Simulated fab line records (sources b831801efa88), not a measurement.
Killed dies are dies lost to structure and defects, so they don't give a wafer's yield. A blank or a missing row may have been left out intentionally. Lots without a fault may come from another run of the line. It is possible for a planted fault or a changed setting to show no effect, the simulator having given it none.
Which tool is to blame? ; flow gf180mcu ; Sampling: 13 lots, 39 wafers, 5 of 602 route steps

== WHAT THE GAUGES READ, wafer by wafer ==
GF_HV_LDD_OVL_MEAS_20. Usual: HV_LDD_01_OVL -1.0 nm, standard deviation 1.2.
lot;measured;on;HV_LDD_01_OVL (nm);flag
L410;day 10 17:16;overlay-02;2.0 1.0 -1.2;
L411;day 10 23:58;overlay-01;-0.7 -0.7 -1.5;
L412;day 11 08:31;overlay-01;-1.8 -0.2 -1.8;
L415;day 12 09:04;overlay-02;-1.2 -1.4 -0.6;
L418;day 13 08:47;overlay-01;0.4 0.0 0.1;
L419;day 13 15:13;overlay-01;-1.7 -0.4 -2.1;
L422;day 14 18:55;overlay-01;-1.7 0.0 -1.5;
L423;day 14 23:47;overlay-02;-3.4 -1.6 -2.3;
L424;day 15 04:41;overlay-02;-0.6 -1.4 -2.1;
L426;day 15 21:59;overlay-01;-0.8 0.1 -0.5;
L427;day 16 04:05;overlay-01;-2.7 0.4 -4.1;
L432;day 17 18:01;overlay-01;-0.8 -1.3 -2.0;
L433;day 17 23:38;overlay-02;-0.9 -1.7 -1.0;

GF_NSD_OVL_MEAS_08. Usual: NSD_OVL -0.1 nm, standard deviation 1.3.
lot;measured;on;NSD_OVL (nm);flag
L410;day 13 06:59;overlay-02;-1.5 -1.4 0.4;
L411;day 13 12:50;overlay-01;-1.1 -0.2 -1.3;
L412;day 13 23:12;overlay-01;-0.4 -1.3 -1.9;
L415;day 15 03:37;overlay-02;-2.0 -1.1 -0.3;
L418;day 16 04:44;overlay-01;-1.0 0.1 -1.8;
L419;day 16 12:14;overlay-02;1.0 1.6 0.8;
L422;day 17 19:32;overlay-02;-0.2 -1.0 -1.6;
L423;day 17 22:50;overlay-01;1.5 -0.5 -0.6;
L424;day 18 06:22;overlay-01;0.8 0.4 0.3;
L426;day 18 23:34;overlay-01;0.2 0.7 1.1;
L427;day 19 05:57;overlay-02;1.4 -0.3 -0.6;
L432;day 20 21:50;overlay-02;-0.2 2.2 0.8;
L433;day 21 03:26;overlay-01;-0.1 -2.7 -2.4;

GF_SAB_CD_MEAS_09: target cd 420 nm. Usual: cd-nm at 420.4 nm, with a standard deviation of 2.
lot;measured;on;cd-nm (nm);flag
L410;day 15 01:18;cd-sem-01;423.4 420.9 421.6;
L411;day 15 07:51;cd-sem-02;418.1 416.8 416.5;
L412;day 15 19:07;cd-sem-01;419.0 420.8 420.6;
L415;day 17 00:28;cd-sem-01;421.6 421.6 420.7;
L418;day 18 03:53;cd-sem-02;418.6 419.2 418.2;
L419;day 18 11:44;cd-sem-01;465.9 466.3 465.1 465.7 466.6 465.2;OFF
L422;day 19 20:51;cd-sem-02;455.3 453.8 455.2 454.9 454.1 455.2;OFF
L423;day 19 23:57;cd-sem-02;420.2 419.6 418.2;
L424;day 20 07:49;cd-sem-02;419.2 418.2 420.9;
L426;day 21 01:26;cd-sem-01;420.2 421.5 421.4;
L427;day 21 07:03;cd-sem-01;424.5 421.8 421.7;
L432;day 22 20:49;cd-sem-01;422.2 421.4 419.8;
L433;day 23 03:58;cd-sem-01;416.6 419.1 418.9;

GF_SALICIDE_THK_MEAS_05: measures by xrf. Usual: SALICIDE_TIN_THK 20.00 nm, standard deviation 0.3.
lot;measured;on;SALICIDE_TIN_THK (nm);flag
L410;day 15 01:58;film-metro-03;19.58 19.55 19.49;
L411;day 15 08:32;film-metro-03;19.83 19.74 19.63;
L412;day 15 19:48;film-metro-01;19.94 19.87 20.00;
L415;day 17 01:06;film-metro-03;20.15 20.10 20.24;
L418;day 18 04:34;film-metro-02;20.43 20.54 20.30;
L419;day 18 22:49;film-metro-02;20.23 20.21 20.15;
L422;day 20 01:13;film-metro-01;20.37 20.30 20.47;
L423;day 20 00:37;film-metro-02;20.02 19.97 20.13;
L424;day 20 08:29;film-metro-01;19.80 19.91 19.84;
L426;day 21 02:07;film-metro-01;19.60 20.05 19.79;
L427;day 21 07:52;film-metro-02;19.87 19.92 19.91;
L432;day 22 21:29;film-metro-02;20.29 20.33 20.54;
L433;day 23 04:37;film-metro-03;20.27 20.05 19.97;

== TOOL THAT RAN EACH LOT (tool first, then ch and the chambers of the sampled wafers, then the start) ==
lot;GF_SAB_EXPOSE_06
L410;iline-stepper-01 ch 0, day 14 15:11
L411;iline-stepper-02 ch 0, day 14 21:47
L412;iline-stepper-02 ch 0, day 15 08:25
L415;iline-stepper-01 ch 0, day 16 13:28
L418;iline-stepper-02 ch 0, day 17 16:17
L419;iline-stepper-01 ch 0, day 17 23:55
L422;iline-stepper-01 ch 0, day 19 08:34
L423;iline-stepper-02 ch 0, day 19 11:55
L424;iline-stepper-02 ch 0, day 19 20:13
L426;iline-stepper-02 ch 0, day 20 13:11
L427;iline-stepper-02 ch 0, day 20 19:03
L432;iline-stepper-02 ch 0, day 22 09:38
L433;iline-stepper-02 ch 0, day 22 16:28
- GF_SAB_EXPOSE_06: exposes mask SAB, target cd 420 nm.

== AS READ BY THE TOOLS THEMSELVES (means over the sampled wafers that have a number; for cases with no such wafer, the mark the record gives instead) ==
GF_SAB_EXPOSE_06. Usual: exposure-dose-mJ-cm2 139.89, standard deviation 0.16; stage-vel-mm-s 500.02 mm/s, standard deviation 0.28.
lot;tool;exposure-dose-mJ-cm2;stage-vel-mm-s (mm/s);flag
L410;iline-stepper-01;140.06;499.90;
L411;iline-stepper-02;139.92;499.93;
L412;iline-stepper-02;139.93;500.41;
L415;iline-stepper-01;139.71;499.72;
L418;iline-stepper-02;139.89;499.82;
L419;iline-stepper-01;119.13;499.68;OFF
L422;iline-stepper-01;123.18;500.09;OFF
L423;iline-stepper-02;139.82;499.90;
L424;iline-stepper-02;139.86;499.70;
L426;iline-stepper-02;139.84;499.96;
L427;iline-stepper-02;139.77;500.01;
L432;iline-stepper-02;139.92;500.20;
L433;iline-stepper-02;139.89;500.50;

== THE ANSWER, worked out from the rows above alone ==
Rule: take the mean of a lot's wafers that have a number; if it is more than 3 standard deviations from the usual mean, the lot is off. A lot without any number at a reading at which 4 lots or more have one is off too. The other lots that the step has rows for count as sound. Order of review: gauges by route order, followed by the tools' own readings, for which a lot's mean as printed above is used. The first step at which some lot is off is used, and at that step the reading that is off furthest; a lot without a number counts as furthest.
Off: L419, L422 (GF_SAB_CD_MEAS_09, cd-nm).
A tool fits if, at a process step before that reading, it ran every lot that is off, and no sound lot after the first of them. Not tried: the gauges at GF_SAB_CD_MEAS_09; whatever is off there is also off at GF_SAB_EXPOSE_06, on other tools, and gauge error can't account for it. One fits: GF_SAB_EXPOSE_06 on iline-stepper-01. Its last sound lot is L415 (day 16 13:28), its first lot that is off L419 (day 17 23:55): a fault that began between those two fits.
The tool's own readings at GF_SAB_EXPOSE_06 bear it out: on the lots that are off they differ by more than 5 times the standard deviation of the sound lots' means. exposure-dose-mJ-cm2 reads 121.16 there against 139.87 on the sound lots.

== WHAT HAD BEEN PUT IN BY THE SIMULATOR ==
Process parameters drifting: iline-stepper-01 at GF_SAB_EXPOSE_06, beginning at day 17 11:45. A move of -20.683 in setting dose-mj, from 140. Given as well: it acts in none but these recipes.
Shown lots that were struck: L419, L422. This agrees with what the rule above found.
